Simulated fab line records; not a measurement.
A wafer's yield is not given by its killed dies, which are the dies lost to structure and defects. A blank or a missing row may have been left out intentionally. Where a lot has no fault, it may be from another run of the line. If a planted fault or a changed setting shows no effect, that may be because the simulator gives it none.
The tool behind it: which one?	flow gf180mcu	6 lots, 18 wafers sampled, at 2 steps of a route of 602

WHAT THE GAUGES READ, wafer by wafer
GF_CONTACT_THK_MEAS_03.
lot	measured	on	CONTACT_CVD_02_THK (nm)
L982	day 16 11:25	film metro-01	859 862 864
L986	day 18 09:40	film metro-04	873 897 899
L991	day 20 04:34	film metro-01	848 871 854
L996	day 21 18:04	film metro-04	837 843 846
L999	day 22 15:56	film metro-04	853 864 874
L101	day 23 06:10	film metro-01	842 861 873

TOOL THAT RAN EACH LOT (tool first, then ch and the chambers of the sampled wafers, then the start)
lot	GF_CONTACT_CVD_02
L982	pecvd-02 ch 1,2, day 16 11:20
L986	pecvd-01 ch 1,2, day 18 09:35
L991	pecvd-02 ch 1,2, day 20 04:28
L996	pecvd-03 ch 1,2, day 21 17:59
L999	pecvd-01 ch 0,1, day 22 15:52
L101	pecvd-01 ch 0,1,2, day 23 06:05
- GF_CONTACT_CVD_02: deposits SiO2 from TEOS, target thk 860 nm, time 95.992 s.

THE ANSWER, worked out from the rows above alone
Rule: the usual values come from the lots themselves. The widest of any qualifying gaps counts: lots, ordered by their means at a reading, are off when they make up no more than a third of the lots, leave a main group of 4 or more, and stand apart from it by 3 or more times the standard deviation of that group's means. Not used: any main group whose means are identical at the precision the tables above print for the reading. A lot without any number at a reading at which 4 lots or more have one is off too. The other lots that the step has rows for count as sound.
Off: at GF_CONTACT_THK_MEAS_03 (CONTACT_CVD_02_THK), L986. For the main group the mean is 857 nm and the standard deviation 7.7.
A tool fits if, at a process step before that reading, it ran every lot that is off, and no sound lot after the first of them. The gauges at GF_CONTACT_THK_MEAS_03 are tried like those tools. None of those tried fits.

WHAT THE SIMULATOR HAD INSERTED
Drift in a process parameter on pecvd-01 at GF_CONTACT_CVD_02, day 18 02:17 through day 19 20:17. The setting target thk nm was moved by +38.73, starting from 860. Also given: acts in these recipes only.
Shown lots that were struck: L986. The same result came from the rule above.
